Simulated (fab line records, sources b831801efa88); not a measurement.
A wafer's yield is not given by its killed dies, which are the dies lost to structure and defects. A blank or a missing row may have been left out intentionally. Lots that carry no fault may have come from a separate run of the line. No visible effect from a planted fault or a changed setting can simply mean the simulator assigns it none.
What tool caused it? / flow gf180mcu / Sampling: 14 lots, 42 wafers, 4 of 602 route steps

== WHAT THE GAUGES READ, wafer by wafer ==
GF_TOP_METAL_OVL_MEAS_15.
lot=L111; measured=day 28 03:57; on=overlay-02; TOP_METAL_OVL (nm)=2.7 1.7 1.2
lot=L112; measured=day 28 14:20; on=overlay-02; TOP_METAL_OVL (nm)=-0.1 -0.9 1.0
lot=L113; measured=day 29 00:32; on=overlay-01; TOP_METAL_OVL (nm)=-1.8 -0.5 0.8
lot=L114; measured=day 29 05:53; on=overlay-02; TOP_METAL_OVL (nm)=-2.2 -1.2 -2.6
lot=L116; measured=day 29 19:16; on=overlay-01; TOP_METAL_OVL (nm)=1.5 0.8 0.1
lot=L117; measured=day 30 07:32; on=overlay-02; TOP_METAL_OVL (nm)=0.1 0.7 -0.6
lot=L118; measured=day 30 08:07; on=overlay-01; TOP_METAL_OVL (nm)=0.7 1.1 -1.3
lot=L119; measured=day 30 17:50; on=overlay-01; TOP_METAL_OVL (nm)=-1.3 -0.7 0.3
lot=L120; measured=day 31 09:15; on=overlay-02; TOP_METAL_OVL (nm)=1.1 0.8 -0.3
lot=L124; measured=day 32 03:56; on=overlay-02; TOP_METAL_OVL (nm)=-0.5 -0.9 0.3
lot=L125; measured=day 32 20:33; on=overlay-01; TOP_METAL_OVL (nm)=-2.3 -1.1 -2.5
lot=L129; measured=day 33 07:37; on=overlay-02; TOP_METAL_OVL (nm)=0.2 -0.7 -1.1
lot=L132; measured=day 34 01:40; on=overlay-01; TOP_METAL_OVL (nm)=1.5 1.1 0.0
lot=L133; measured=day 34 10:35; on=overlay-01; TOP_METAL_OVL (nm)=-1.7 -0.4 -2.6

GF_PASSIVATION_THK_MEAS_03.
lot=L111; measured=day 28 05:07; on=film_metro-03; PASSIVATION_CVD_02_THK (nm)=714 703 702
lot=L112; measured=day 28 15:31; on=film_metro-04; PASSIVATION_CVD_02_THK (nm)=689 684 713
lot=L113; measured=day 29 01:43; on=film_metro-04; PASSIVATION_CVD_02_THK (nm)=690 689 709
lot=L114; measured=day 29 07:24; on=film_metro-04; PASSIVATION_CVD_02_THK (nm)=694 715 709
lot=L116; measured=day 29 20:26; on=film_metro-04; PASSIVATION_CVD_02_THK (nm)=684 701 682
lot=L117; measured=day 30 08:45; on=film_metro-03; PASSIVATION_CVD_02_THK (nm)=693 693 704
lot=L118; measured=day 30 09:30; on=film_metro-04; PASSIVATION_CVD_02_THK (nm)=703 701 705
lot=L119; measured=day 30 19:00; on=film_metro-01; PASSIVATION_CVD_02_THK (nm)=691 704 712
lot=L120; measured=day 31 10:26; on=film_metro-01; PASSIVATION_CVD_02_THK (nm)=697 688 710
lot=L124; measured=day 32 05:07; on=film_metro-01; PASSIVATION_CVD_02_THK (nm)=699 712 717
lot=L125; measured=day 32 21:47; on=film_metro-03; PASSIVATION_CVD_02_THK (nm)=694 709 687
lot=L129; measured=day 33 08:58; on=film_metro-04; PASSIVATION_CVD_02_THK (nm)=700 683 718
lot=L132; measured=day 34 03:05; on=film_metro-03; PASSIVATION_CVD_02_THK (nm)=717 714 727
lot=L133; measured=day 34 11:47; on=film_metro-01; PASSIVATION_CVD_02_THK (nm)=676 688 692

== EACH LOT AND THE TOOL THAT RAN IT (in order: tool; ch and the chambers of the sampled wafers; start) ==
lot=L111; GF_V3_CMP_04=cmp-01 ch 2,3, day 21 12:25; GF_PASSIVATION_CVD_00=pecvd-02 ch 0,1,2, day 28 04:42
lot=L112; GF_V3_CMP_04=cmp-01 ch 1,2,3, day 21 23:00; GF_PASSIVATION_CVD_00=pecvd-03 ch 0,2, day 28 15:06
lot=L113; GF_V3_CMP_04=cmp-02 ch 0,1,2, day 22 08:54; GF_PASSIVATION_CVD_00=pecvd-03 ch 0,1,2, day 29 01:17
lot=L114; GF_V3_CMP_04=cmp-02 ch 0,2,3, day 22 17:24; GF_PASSIVATION_CVD_00=pecvd-01 ch 1,2, day 29 06:58
lot=L116; GF_V3_CMP_04=cmp-02 ch 1,2, day 23 11:12; GF_PASSIVATION_CVD_00=pecvd-03 ch 0,2, day 29 20:00
lot=L117; GF_V3_CMP_04=cmp-02 ch 0,1,2, day 24 00:54; GF_PASSIVATION_CVD_00=pecvd-01 ch 2, day 30 08:16
lot=L118; GF_V3_CMP_04=cmp-01 ch 0,2, day 24 01:38; GF_PASSIVATION_CVD_00=pecvd-03 ch 0,1, day 30 08:55
lot=L119; GF_V3_CMP_04=cmp-02 ch 0,2, day 24 14:07; GF_PASSIVATION_CVD_00=pecvd-01 ch 0,1,2, day 30 18:34
lot=L120; GF_V3_CMP_04=cmp-02 ch 0,2,3, day 25 07:48; GF_PASSIVATION_CVD_00=pecvd-01 ch 0,2, day 31 10:00
lot=L124; GF_V3_CMP_04=cmp-01 ch 0,1,3, day 26 06:57; GF_PASSIVATION_CVD_00=pecvd-02 ch 0,1,2, day 32 04:41
lot=L125; GF_V3_CMP_04=cmp-01 ch 1,2,3, day 27 03:51; GF_PASSIVATION_CVD_00=pecvd-01 ch 0,1, day 32 21:20
lot=L129; GF_V3_CMP_04=cmp-02 ch 1,2,3, day 27 16:33; GF_PASSIVATION_CVD_00=pecvd-01 ch 0,1, day 33 08:31
lot=L132; GF_V3_CMP_04=cmp-02 ch 1,2, day 28 15:46; GF_PASSIVATION_CVD_00=pecvd-02 ch 0,2, day 34 02:39
lot=L133; GF_V3_CMP_04=cmp-02 ch 0,2, day 29 02:18; GF_PASSIVATION_CVD_00=pecvd-03 ch 1,2, day 34 11:20
- GF_V3_CMP_04: polishes SiO2.
- GF_PASSIVATION_CVD_00: deposits SiO2 from TEOS, target thk 1000 nm, time 111.95 s.

== WHAT THE TOOLS THEMSELVES READ (means of the sampled wafers that have a number; where no wafer has one, the mark that the record gives instead) ==
GF_V3_CMP_04.
lot=L111; tool=cmp-01; head_pressure_psi (psi)=4.007; motor_current_A (A)=12.5; time_to_endpoint_s (s)=85
lot=L112; tool=cmp-01; head_pressure_psi (psi)=4.004; motor_current_A (A)=12.0; time_to_endpoint_s (s)=83
lot=L113; tool=cmp-02; head_pressure_psi (psi)=4.007; motor_current_A (A)=11.5; time_to_endpoint_s (s)=80
lot=L114; tool=cmp-02; head_pressure_psi (psi)=3.988; motor_current_A (A)=12.5; time_to_endpoint_s (s)=85
lot=L116; tool=cmp-02; head_pressure_psi (psi)=4.007; motor_current_A (A)=11.8; time_to_endpoint_s (s)=83
lot=L117; tool=cmp-02; head_pressure_psi (psi)=3.997; motor_current_A (A)=12.0; time_to_endpoint_s (s)=83
lot=L118; tool=cmp-01; head_pressure_psi (psi)=4.006; motor_current_A (A)=12.0; time_to_endpoint_s (s)=90
lot=L119; tool=cmp-02; head_pressure_psi (psi)=3.995; motor_current_A (A)=12.1; time_to_endpoint_s (s)=83
lot=L120; tool=cmp-02; head_pressure_psi (psi)=3.997; motor_current_A (A)=12.2; time_to_endpoint_s (s)=76
lot=L124; tool=cmp-01; head_pressure_psi (psi)=3.992; motor_current_A (A)=11.2; time_to_endpoint_s (s)=76
lot=L125; tool=cmp-01; head_pressure_psi (psi)=3.997; motor_current_A (A)=12.3; time_to_endpoint_s (s)=87
lot=L129; tool=cmp-02; head_pressure_psi (psi)=4.008; motor_current_A (A)=11.6; time_to_endpoint_s (s)=88
lot=L132; tool=cmp-02; head_pressure_psi (psi)=4.001; motor_current_A (A)=12.0; time_to_endpoint_s (s)=78
lot=L133; tool=cmp-02; head_pressure_psi (psi)=3.999; motor_current_A (A)=11.9; time_to_endpoint_s (s)=82

GF_PASSIVATION_CVD_00.
lot=L111; tool=pecvd-02; heater_power_w (W)=676
lot=L112; tool=pecvd-03; heater_power_w (W)=626
lot=L113; tool=pecvd-03; heater_power_w (W)=786
lot=L114; tool=pecvd-01; heater_power_w (W)=591
lot=L116; tool=pecvd-03; heater_power_w (W)=727
lot=L117; tool=pecvd-01; heater_power_w (W)=682
lot=L118; tool=pecvd-03; heater_power_w (W)=772
lot=L119; tool=pecvd-01; heater_power_w (W)=621
lot=L120; tool=pecvd-01; heater_power_w (W)=667
lot=L124; tool=pecvd-02; heater_power_w (W)=672
lot=L125; tool=pecvd-01; heater_power_w (W)=608
lot=L129; tool=pecvd-01; heater_power_w (W)=569
lot=L132; tool=pecvd-02; heater_power_w (W)=672
lot=L133; tool=pecvd-03; heater_power_w (W)=659

== THE ANSWER, worked out from the rows above alone ==
Rule: the usual values come from the lots themselves. Put in order of their means at a reading, lots are off if they are a third of the lots or fewer, leave a main group of 4 or more, and stand apart from it by a gap of 3 or more times the standard deviation of the main group's means; of several such gaps the widest counts. Not used: any main group whose means are identical at the precision the tables above print for the reading. A lot without any number at a reading at which 4 lots or more have one is off too. Any other lot the step has rows for is counted as sound. First the gauges in route order, then the tools' own readings, where a lot's mean is used as printed above. At the first step where some lot is off, the reading lying furthest off is the one used; lots without a number count as furthest.
Across all readings shown, no lot is off: no conclusion can be drawn from this.

== WHAT THE SIMULATOR PUT IN ==
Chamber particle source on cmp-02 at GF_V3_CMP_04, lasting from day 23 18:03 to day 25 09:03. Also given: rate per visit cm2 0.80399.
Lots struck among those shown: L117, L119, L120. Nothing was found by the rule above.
